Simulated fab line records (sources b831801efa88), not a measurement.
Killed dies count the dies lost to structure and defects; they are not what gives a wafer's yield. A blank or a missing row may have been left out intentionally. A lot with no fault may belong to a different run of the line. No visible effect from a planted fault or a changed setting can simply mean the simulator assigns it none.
Matching of chambers + flow gf180mcu + cmp-01 running GF_V2_CMP_04: 4 sister chambers
The step polishes SiO2. 8 wafers are shown with their chamber, then 8 later ones without.

WAFERS, EACH WITH ITS CHAMBER
| wafer  | chamber | motor-current-A (A) | time-to-endpoint-s (s) |
|--------|---------|---------------------|------------------------|
| L113.2 | 1       | 12.5                | 79                     |
| L114.3 | 3       | 13.0                | 85                     |
| L114.6 | 1       | 12.2                | 82                     |
| L124.6 | 2       | 10.8                | 73                     |
| L125.2 | 3       | 13.2                | 80                     |
| L125.3 | 0       | 11.7                | 81                     |
| L125.4 | 2       | 10.8                | 81                     |
| L128.3 | 0       | 11.0                | 87                     |

WAFERS WHOSE CHAMBER IS MISSING
| wafer  | motor-current-A (A) | time-to-endpoint-s (s) |
|--------|---------------------|------------------------|
| L128.5 | 13.4                | 85                     |
| L128.6 | 10.8                | 95                     |
| L129.3 | 12.8                | 85                     |
| L129.4 | 11.4                | 88                     |
| L129.6 | 10.8                | 89                     |
| L130.2 | 10.7                | 76                     |
| L130.3 | 10.9                | 83                     |
| L130.6 | 11.7                | 87                     |

CHAMBER TAKEN BY EACH
| wafer  | from the rows above     | in truth |
|--------|-------------------------|----------|
| L128.5 | 3                       | 3        |
| L128.6 | can't be placed: 0 or 2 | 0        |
| L129.3 | can't be placed: 3 or 1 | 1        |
| L129.4 | 0                       | 0        |
| L129.6 | can't be placed: 0 or 2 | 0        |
| L130.2 | 2                       | 2        |
| L130.3 | can't be placed: 2 or 0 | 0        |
| L130.6 | can't be placed: 0 or 1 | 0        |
Correctly placed: 3 of 8. Unplaceable from these rows: 5, with the true chamber sitting among the candidates in 5. Wrongly placed: 0.
How it was worked out, from the rows above alone: a wafer's distance from a chamber is the root of the sum, over the readings, of the square of ((its reading less the chamber's mean) divided by the reading's scatter). If the next closest chamber is less than 2 further off than the closest, the wafer can't be placed; otherwise it belongs to the closest. For every chamber, the mean is computed from those of its wafers that are shown. The scatter: the root of (the sum of the squares of (reading less its chamber's mean) over the shown wafers, divided by (wafers less chambers)).
